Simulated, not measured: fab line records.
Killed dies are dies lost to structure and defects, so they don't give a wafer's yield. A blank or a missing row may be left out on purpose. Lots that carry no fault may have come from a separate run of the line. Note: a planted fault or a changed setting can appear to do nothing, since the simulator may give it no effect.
Struck lot and sound lot, side by side	flow sky130	32 steps out of a route of 708
Sound: the wafers L493.3, L493.5, L493.6. Wafers struck: L506.1, L506.2, L506.3. The cause is named last.
At each step with rows: each side's tool, then ch and its chambers, then its first start. Under that, the readings that differ: sound wafers	struck wafers	difference of the means	sigmas: that difference in standard deviations of wafers without a fault.
alike: readings whose means differ by less than 2 such deviations, and words and numbers that are the same on both sides. not compared: withheld readings, readings that some wafer has no value for, bounds like >300 that may hide the same value, and numbers for which the record gives no deviation and whose values overlap.
A row with sigmas, a row that says differs or no value, or rows on one side alone: a step with any of these is where the two part. Non-overlapping numbers with no deviation appear without sigmas and do not part them. A reading missing from all wafers of one side parts the sides only when that side holds two or more wafers.

SKY_PWDE_OVL_MEAS_07:
  struck on overlay-02, day 8 00:02; sound on overlay-02, day 5 00:12
  alike: PWDE_OVL
after that, 1 step had no rows for these wafers: SKY_PWDE_IMPLANT_08.
SKY_PWDE_STRIP_09: strips in O2/N2.
  sound on plasmaAsher-04 ch 0,1, day 5 00:25; struck on plasmaAsher-01 ch 0,1, day 8 00:13
  alike: drypumpMotorCurrentA, oesProductAu, stripTimeToEndpointS
  not compared: rfHoursCounterH
SKY_PWDE_TW_MEAS_10:
  struck on filmMetro-01, day 8 00:19; sound on filmMetro-01, day 5 00:29
  alike: PWDE_TW
then, 7 steps without rows for these wafers: SKY_NWELL_DEHYDRATE_03 (time 60 s); SKY_NWELL_HMDS_04 (prime time 60 s); SKY_NWELL_COAT_05 (resist thk 3000 nm); SKY_NWELL_SOFTBAKE_06; SKY_NWELL_EXPOSE_07 (exposes mask NWM, target cd 840 nm); SKY_NWELL_PEB_08; SKY_NWELL_DEVELOP_09 (develop time 60 s).
SKY_NWELL_OVL_MEAS_10:
  struck on overlay-02, day 8 21:02; sound on overlay-02, day 5 19:26
  alike: NWELL_00_OVL
SKY_NWELL_IMPLANT_11:
  sound on implanter-04 ch 0, day 5 19:31; struck on implanter-04 ch 0, day 8 21:04
reading	sound	struck	difference	sigmas
beamEnergyKeV	400.10 399.91 399.96	345.19 345.15 345.19	-54.81	-99 or more
model.implant.rpNm (nm)	489.9 489.9 489.9	429.7 429.7 429.7	-60.2	
model.implant.drpNm (nm)	116.9 116.9 116.9	108.1 108.1 108.1	-8.8	
  alike: endStationPressureTorr
then, 2 steps without rows for these wafers: SKY_NWELL_IMPLANT_12; SKY_NWELL_IMPLANT_13.
SKY_NWELL_STRIP_14: strips in O2/N2.
  sound on plasmaAsher-02 ch 0,1, day 5 19:57; struck on plasmaAsher-02 ch 0,1, day 8 21:31
  alike: drypumpMotorCurrentA, oesProductAu, stripTimeToEndpointS
  not compared: rfHoursCounterH
SKY_NWELL_TW_MEAS_15:
  struck on filmMetro-04, day 8 21:38; sound on filmMetro-04, day 5 20:02
reading	sound	struck	difference	sigmas
NWELL_TW	1847 1852 1846	1806 1809 1809	-40	-4
then, 7 steps without rows for these wafers: SKY_NWELL_DEHYDRATE_16 (time 60 s); SKY_NWELL_HMDS_17 (prime time 60 s); SKY_NWELL_COAT_18 (resist thk 3000 nm); SKY_NWELL_SOFTBAKE_19; SKY_NWELL_EXPOSE_20 (exposes mask NWM COMPLEMENT, target cd 840 nm); SKY_NWELL_PEB_21; SKY_NWELL_DEVELOP_22 (develop time 60 s).
SKY_NWELL_OVL_MEAS_23:
  struck on overlay-01, day 9 18:00; sound on overlay-02, day 6 15:14
  alike: NWELL_01_OVL
after that, 1 step had no rows for these wafers: SKY_NWELL_IMPLANT_24.
SKY_NWELL_STRIP_25: strips in O2/N2.
  sound on plasmaAsher-01 ch 0,1, day 6 15:27; struck on plasmaAsher-02 ch 0,1, day 9 18:11
  alike: drypumpMotorCurrentA, oesProductAu, stripTimeToEndpointS
  not compared: rfHoursCounterH
SKY_NWELL_TW_MEAS_26:
  struck on filmMetro-04, day 9 18:17; sound on filmMetro-04, day 6 15:32
  alike: NWELL_2_TW
then, 1 step without rows for these wafers: SKY_NWELL_CLEAN_27 (cleans in SC1/SC2, time 150 s).
SKY_NWELL_RTA_28: time 30 s.
  sound on rtpAnneal-02 ch 0, day 6 15:40; struck on rtpAnneal-02 ch 0, day 9 18:23
  alike: lampPowerPct, rampDownCPerS, wafer_temp_C_max
SKY_NWELL_RS_MEAS_29: a four-point-probe measurement.
  struck on filmMetro-04, day 9 18:29; sound on filmMetro-04, day 6 15:46
reading	sound	struck	difference	sigmas
NWELL_RS (ohm/sq)	622.1 624.2 623.7	650.2 646.8 649.6	+25.5	+20
-- the record jumps here: 40 days lie between the struck wafers' starts before and after (it left off in module NWELL and takes up again in module PAD_OPEN, whose first step shown is number 708 of the route) --
SKY_PAD_OPEN_PROBE_99:
  struck on prober-02, day 49 20:27; sound on prober-01, day 47 01:46
reading	sound	struck	difference	sigmas
model.etest.pfet_16v.rOnOhmUm	1.479e+04 1.555e+04 1.494e+04	1.587e+04 1.601e+04 1.627e+04	+9.567e+02	
model.etest.resNwell.lineOhmUm	1127 1198 1144	1652 1670 1714	+522	
model.etest.resNwell.rsOhmSq	945.9 1007 946.1	1305 1336 1372	+371	
model.etest.pfetG5v0d10v5.rOnOhmUm	4683 4801 4698	4988 5019 5039	+288	
model.etest.tip_p_5v.rsOhmSq	2790 2789 2789	3029 3002 2989	+217	
model.etest.tipP.rsOhmSq	6860 6936 6879	7049 6971 7021	+122	
model.etest.resNwell.widthNm (nm)	834.6 833.3 836.8	796.7 794 794.9	-39.7	
model.etest.resIsoPwell.widthNm (nm)	2658 2639 2654	2686 2683 2676	+31	
  alike: killed_at_M0_to_M3, killed_at_M4_up, killedAtContacts, killedAtFrontEnd, killedAtOther, killedDies, killedOpen, killedShort

## WHERE THEY PART
At SKY_NWELL_IMPLANT_11 first; at SKY_NWELL_RS_MEAS_29 last (within this record only). Later steps at which nothing parts them and some readings are alike: SKY_PAD_OPEN_PROBE_99.

WHY: the cause the simulator had injected
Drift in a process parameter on implanter-04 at SKY_NWELL_IMPLANT_11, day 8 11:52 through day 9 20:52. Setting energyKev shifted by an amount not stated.
